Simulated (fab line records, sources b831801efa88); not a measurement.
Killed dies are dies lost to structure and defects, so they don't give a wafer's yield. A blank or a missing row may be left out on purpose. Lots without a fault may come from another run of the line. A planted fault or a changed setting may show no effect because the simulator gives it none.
One fault seen from 2 desks | flow gf180mcu | each desk has only its own numbers; what lay behind them comes last

THE TOOL OWNER'S DESK: iline_stepper-02
The tool's own readings at GF_NWELL_EXPOSE_04 (exposes mask Nwell, target cd 860 nm): means of the sampled wafers that have a number, for each lot that ran on this tool. A lot is out of limits, marked OUT, if its mean lies more than 4 standard deviations from the usual mean; the brackets give that distance.
Columns: A = exposure_dose_mJ_cm2 at GF_NWELL_EXPOSE_04, usual 260.00
lot  | first seen here | A
L944 | day 3 06:53     | 259.95
L955 | day 5 23:37     | 259.93
L959 | day 6 16:31     | 260.29
L961 | day 7 02:07     | 260.38
This desk's finding: nothing out of limits on any of the 4 lots.

THE METROLOGY DESK
What the gauges read, lot by lot, whatever tool the lot ran on: means of the sampled wafers that have a number. A lot is out of limits, marked OUT, if its mean lies more than 4 standard deviations from the usual mean; the brackets give that distance.
Columns: A = DNWELL_TW at GF_DNWELL_TW_MEAS_09, usual 1357; B = NWELL_OVL at GF_NWELL_OVL_MEAS_07, usual 0.7 nm; C = NWELL_TW at GF_NWELL_TW_MEAS_11, usual 1574; D = LVPWELL_OVL at GF_LVPWELL_OVL_MEAS_07, usual 1.2 nm; E = LVPWELL_TW at GF_LVPWELL_TW_MEAS_11, usual 560; F = MVSD_OVL at GF_MVSD_OVL_MEAS_07, usual 0.6 nm
lot  | first seen here | A    | B    | C    | D   | E   | F
L943 | day 2 17:49     | 1365 | -0.2 | 1571 | 1.4 | 563 | -0.2
L944 | day 3 00:25     | 1359 | 0.7  | 1563 | 0.8 | 558 | 1.1
L950 | day 4 12:17     | 1351 | 1.0  | 1555 | 0.8 | 564 | 1.6
L955 | day 5 16:32     | 1367 | 2.3  | 1565 | 0.8 | 567 | 1.7
L959 | day 6 09:08     | 1364 | 1.4  | 1572 | 2.4 | 556 | -0.2
L961 | day 6 18:05     | 1348 | -0.2 | 1580 | 0.9 | 556 | 0.2
This desk's finding: nothing out of limits on any of the 6 lots.

PUT TOGETHER
The tool owner's desk saw nothing out of limits.
The metrology desk saw nothing out of limits.

WHAT THE SIMULATOR HAD PUT IN
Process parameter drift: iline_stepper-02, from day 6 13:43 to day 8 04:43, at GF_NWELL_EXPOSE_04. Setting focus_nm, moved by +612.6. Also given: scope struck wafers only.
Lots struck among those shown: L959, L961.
